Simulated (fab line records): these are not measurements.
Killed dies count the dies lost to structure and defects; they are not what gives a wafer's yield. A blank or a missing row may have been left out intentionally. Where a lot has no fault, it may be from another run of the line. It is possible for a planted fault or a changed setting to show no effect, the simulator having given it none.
One fault through the eyes of 2 desks -- flow sky130 -- each desk holds nothing but its own numbers, with what lay behind them at the end

## DESK OF THE TOOL OWNER: rie-si-01
The tool's own readings at SKY_FIELD_ISO_ETCH_17 (etches Si in HBr/Cl2/O2, target depth 342 nm, time 97.7 s): means of the sampled wafers that have a number, for each lot that ran on this tool. Any lot whose mean is over 4 standard deviations away from the usual mean is out of limits and marked OUT; that distance is given in the brackets.
Columns: A = bias-w at SKY_FIELD_ISO_ETCH_17, usual 149.9 W; B = chamber-pressure-mTorr at SKY_FIELD_ISO_ETCH_17, usual 15.002 mTorr; C = drypump-motor-current-A at SKY_FIELD_ISO_ETCH_17, usual 5.7 A; D = oes-product-au at SKY_FIELD_ISO_ETCH_17, usual 0.995 a.u.; E = run-length-s at SKY_FIELD_ISO_ETCH_17, usual 125.9 s; F = throttle-valve-pct at SKY_FIELD_ISO_ETCH_17, usual 25.659 %
lot,first seen here,A,B,C,D,E,F
L481,day 2 16:18,150.6,15.005,6.1,0.997,125.7,25.662
L490,day 4 13:30,149.4,15.006,5.6,0.989,123.1 (-7.5) OUT,25.673
L491,day 4 18:15,149.4,14.982,6.2,0.996,122.6 (-8.6) OUT,25.661
L502,day 7 08:54,149.8,15.001,5.9,0.992,125.9,25.658
This desk's verdict: out of limits on L490, L491, starting with L490 at day 4 13:30 (run-length-s at SKY_FIELD_ISO_ETCH_17). L481, L502: within limits.

## THE METROLOGY DESK
Means of the sampled wafers that have a number, per lot and without regard to the tool the lot ran on: this is what the gauges read. Any lot whose mean is over 4 standard deviations away from the usual mean is out of limits and marked OUT; that distance is given in the brackets.
Columns: A = cd-nm at SKY_FIELD_ISO_CD_MEAS_13, usual 150.3 nm
lot,first seen here,A
L481,day 2 15:59,151.9
L490,day 4 13:05,151.1
L491,day 4 17:58,150.0
L492,day 4 23:41,149.9
L493,day 5 05:16,151.1
L502,day 7 08:35,149.0
This desk's finding: nothing out of limits on any of the 6 lots.

## TAKEN TOGETHER
On L490, L491, at day 4 13:30, an alarm was possible from the tool owner's desk.
Metrology desk: nothing out of limits seen.
The metrology desk holds a record of L490, L491, inside its limits.
The lots listed all ran SKY_FIELD_ISO_ETCH_17 on rie-si-01.

## WHAT THE SIMULATOR HAD PUT IN
rie-si-01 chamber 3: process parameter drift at SKY_FIELD_ISO_ETCH_17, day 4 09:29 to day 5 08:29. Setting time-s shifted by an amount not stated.
Struck lots among those shown: L490, L491.
Delay in hours, fault start to first out-of-limits reading, by desk: the tool owner's desk at 4.
